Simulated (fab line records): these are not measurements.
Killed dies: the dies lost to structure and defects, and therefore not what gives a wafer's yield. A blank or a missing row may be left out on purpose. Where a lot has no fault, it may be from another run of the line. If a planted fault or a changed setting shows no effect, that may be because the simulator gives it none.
Which of the tools did it? ; flow gf180mcu ; 72 wafers from 24 lots sampled at 4 of the route's 602 steps

== WHAT EACH GAUGE READ, for each wafer ==
GF_M1_OVL_MEAS_15. Usual: for M1_OVL the level is 2 nm and the standard deviation is 5.9.
lot;measured;on;M1_OVL (nm);flag
L074;day 16 20:48;overlay-01;-2 3 2;
L075;day 17 04:59;overlay-01;-1 -2 -1;
L076;day 17 13:18;overlay-01;5 -3 4;
L077;day 18 09:35;overlay-02;7 2 6;
L078;day 18 16:49;overlay-01;1 5 5;
L079;day 19 03:32;overlay-01;-16 -1 -13;
L080;day 19 09:19;overlay-02;1 13 3;
L081;day 19 11:49;overlay-02;0 -2 5;
L082;day 20 08:56;overlay-02;-1 -1 -3;
L083;day 20 11:09;overlay-02;1 -7 -2;
L084;day 20 18:47;overlay-02;7 11 5;
L085;day 21 03:54;overlay-01;5 7 8;
L086;day 21 14:41;overlay-02;11 6 11;
L087;day 22 03:16;overlay-01;3 3 -3;
L088;day 22 21:24;overlay-01;11 7 9;
L089;day 23 00:48;overlay-02;10 3 13;
L090;day 23 05:46;overlay-02;6 -1 2;
L091;day 23 13:42;overlay-02;3 3 0;
L092;day 24 00:03;overlay-01;5 5 6;
L093;day 24 01:46;overlay-01;6 1 4;
L094;day 24 10:57;overlay-01;7 3 -2;
L095;day 24 17:25;overlay-02;-7 -5 -8;
L096;day 24 21:02;overlay-01;-2 6 -6;
L097;day 25 06:39;overlay-01;-3 1 0;

GF_V5_BOW_MEAS_05. Usual: for V5_BOW the level is 131 um and the standard deviation is 11.
lot;measured;on;V5_BOW (um);flag
L074;day 26 03:25;film metro-01;145 154 147;
L075;day 26 10:30;film metro-01;132 147 126;
L076;day 26 18:17;film metro-02;133 136 143;
L077;day 27 11:41;film metro-03;144 132 126;
L078;day 27 18:13;film metro-01;121 120 114;
L079;day 28 02:34;film metro-02;133 125 142;
L080;day 28 08:01;film metro-01;127 131 137;
L081;day 28 08:44;film metro-03;124 120 130;
L082;day 29 01:42;film metro-03;136 132 143;
L083;day 29 02:16;film metro-03;136 129 128;
L084;day 29 09:38;film metro-01;136 133 149;
L085;day 29 17:53;film metro-01;149 140 148;
L086;day 30 03:04;film metro-01;110 109 103;
L087;day 30 11:08;film metro-03;110 118 131;
L088;day 31 02:55;film metro-03;121 134 138;
L089;day 31 03:34;film metro-01;127 115 130;
L090;day 31 08:26;film metro-01;137 136 120;
L091;day 31 15:11;film metro-01;131 124 125;
L092;day 31 23:44;film metro-02;117 120 107;
L093;day 32 01:37;film metro-01;133 140 145;
L094;day 32 17:13;film metro-03;137 135 132;
L095;day 32 17:31;film metro-01;128 132 129;
L096;day 32 17:23;film metro-03;141 134 133;
L097;day 32 20:54;film metro-01;149 140 123;

== EACH LOT AND THE TOOL THAT RAN IT (in order: tool; ch and the chambers of the sampled wafers; start) ==
lot;GF_POLY_GATE_STRIP_14;GF_V2_ETCH_16
L074;plasma asher-04 ch 0,1, day 9 01:54;rie diel-03 ch 0,1,2, day 20 01:16
L075;plasma asher-04 ch 0,1, day 9 07:20;rie diel-04 ch 1,2, day 20 09:20
L076;plasma asher-04 ch 0,1, day 9 12:27;rie diel-02 ch 1,2, day 20 17:47
L077;plasma asher-03 ch 0,1, day 10 03:36;rie diel-02 ch 0,1,2, day 21 14:22
L078;plasma asher-01 ch 0,1, day 10 10:06;rie diel-03 ch 2,3, day 21 21:56
L079;plasma asher-01 ch 0,1, day 10 17:27;rie diel-04 ch 2,3, day 22 07:56
L080;plasma asher-04 ch 0,1, day 10 20:58;rie diel-02 ch 0,2, day 22 13:47
L081;plasma asher-03 ch 0,1, day 10 23:59;rie diel-03 ch 0,1,3, day 22 14:59
L082;plasma asher-01 ch 0,1, day 11 17:47;rie diel-03 ch 1,2, day 23 11:37
L083;plasma asher-04 ch 0,1, day 11 18:05;rie diel-02 ch 2,3, day 23 12:20
L084;plasma asher-03 ch 0,1, day 12 00:15;rie diel-04 ch 1,2,3, day 23 20:34
L085;plasma asher-01 ch 0,1, day 12 07:06;rie diel-04 ch 0,2,3, day 24 06:23
L086;plasma asher-01 ch 0,1, day 12 17:53;rie diel-04 ch 1,3, day 24 16:25
L087;plasma asher-03 ch 0,1, day 13 07:07;rie diel-04 ch 0,3, day 25 03:16
L088;plasma asher-01 ch 0,1, day 13 19:20;rie diel-04 ch 2,3, day 25 20:58
L089;plasma asher-04 ch 1, day 13 23:29;rie diel-02 ch 0,2, day 25 22:52
L090;plasma asher-04 ch 0,1, day 14 04:10;rie diel-03 ch 1,2,3, day 26 03:58
L091;plasma asher-03 ch 0,1, day 14 11:12;rie diel-03 ch 2,3, day 26 10:53
L092;plasma asher-01 ch 0,1, day 14 20:44;rie diel-02 ch 2,3, day 26 22:19
L093;plasma asher-04 ch 0,1, day 14 22:59;rie diel-04 ch 0,2, day 26 23:23
L094;plasma asher-04 ch 1, day 15 07:29;rie diel-03 ch 1,2,3, day 27 06:16
L095;plasma asher-03 ch 0,1, day 15 12:24;rie diel-03 ch 0,3, day 27 12:25
L096;plasma asher-04 ch 0,1, day 15 15:44;rie diel-02 ch 0,2,3, day 27 16:04
L097;plasma asher-03 ch 0,1, day 16 00:56;rie diel-02 ch 0,1,2, day 28 00:47
- GF_POLY_GATE_STRIP_14: strips in O2/N2.
- GF_V2_ETCH_16: etches BARC in N2/H2.

== AS READ BY THE TOOLS THEMSELVES (means over the sampled wafers that have a number; for cases with no such wafer, the mark the record gives instead) ==
GF_POLY_GATE_STRIP_14. Usual: drypump motor current A 5.5 A, standard deviation 0.38; heater power w 313 W, standard deviation 31; oes product au 0.506 a.u., standard deviation 0.0047; platen temp c 249.99 C, standard deviation 0.17.
lot;tool;drypump motor current A (A);heater power w (W);oes product au (a.u.);platen temp c (C);flag
L074;plasma asher-04;5.7;331;0.506;249.90;
L075;plasma asher-04;5.7;334;0.509;250.03;
L076;plasma asher-04;5.6;332;0.505;249.89;
L077;plasma asher-03;5.8;308;0.506;250.10;
L078;plasma asher-01;5.0;309;0.505;250.00;
L079;plasma asher-01;5.0;313;0.507;249.93;
L080;plasma asher-04;5.7;325;0.506;249.99;
L081;plasma asher-03;5.6;275;0.506;250.07;
L082;plasma asher-01;5.0;311;0.511;249.94;
L083;plasma asher-04;5.6;332;0.506;249.91;
L084;plasma asher-03;5.6;278;0.508;250.08;
L085;plasma asher-01;5.0;312;0.509;249.91;
L086;plasma asher-01;5.0;315;0.512;250.02;
L087;plasma asher-03;5.9;307;0.501;250.03;
L088;plasma asher-01;5.2;300;0.505;249.89;
L089;plasma asher-04;5.8;325;0.502;249.81;
L090;plasma asher-04;5.7;330;0.506;249.92;
L091;plasma asher-03;5.6;277;0.506;250.03;
L092;plasma asher-01;5.0;314;0.504;250.21;
L093;plasma asher-04;5.7;331;0.509;250.11;
L094;plasma asher-04;5.8;322;0.506;250.20;
L095;plasma asher-03;5.8;301;0.511;250.03;
L096;plasma asher-04;5.6;339;0.502;249.89;
L097;plasma asher-03;5.6;277;0.501;250.12;

GF_V2_ETCH_16. Usual: drypump motor current A 5.7 A, standard deviation 0.45; oes product au 0.854 a.u., standard deviation 0.005; throttle valve pct 13.225 %, standard deviation 0.009.
lot;tool;drypump motor current A (A);oes product au (a.u.);throttle valve pct (%);flag
L074;rie diel-03;5.7;0.852;13.234;
L075;rie diel-04;5.2;0.854;13.229;
L076;rie diel-02;5.5;0.853;13.221;
L077;rie diel-02;5.3;0.854;13.222;
L078;rie diel-03;6.0;0.855;13.226;
L079;rie diel-04;5.7;0.853;13.230;
L080;rie diel-02;5.1;0.855;13.222;
L081;rie diel-03;5.7;0.853;13.234;
L082;rie diel-03;6.1;0.857;13.222;
L083;rie diel-02;5.4;0.856;13.232;
L084;rie diel-04;5.5;0.862;13.227;
L085;rie diel-04;6.0;0.854;13.226;
L086;rie diel-04;5.4;0.858;13.220;
L087;rie diel-04;6.4;0.854;13.223;
L088;rie diel-04;5.7;0.855;13.227;
L089;rie diel-02;5.2;0.851;13.220;
L090;rie diel-03;6.0;0.849;13.219;
L091;rie diel-03;5.9;0.851;13.228;
L092;rie diel-02;5.2;0.856;13.224;
L093;rie diel-04;5.7;0.854;13.220;
L094;rie diel-03;6.0;0.851;13.216;
L095;rie diel-03;5.6;0.848;13.227;
L096;rie diel-02;5.3;0.851;13.228;
L097;rie diel-02;5.4;0.853;13.229;

== THE ANSWER, worked out from the rows above alone ==
Rule: a lot is off if the mean of its wafers that have a number lies more than 3 standard deviations from the usual mean. A lot without any number at a reading at which 4 lots or more have one is off too. The other lots that the step has rows for count as sound. First the gauges in route order, then the tools' own readings, where a lot's mean is used as printed above. At the first step where some lot is off, the reading lying furthest off is the one used; lots without a number count as furthest.
No lot is off at any reading shown: from this, nothing can be told.

== WHAT THE SIMULATOR PUT IN ==
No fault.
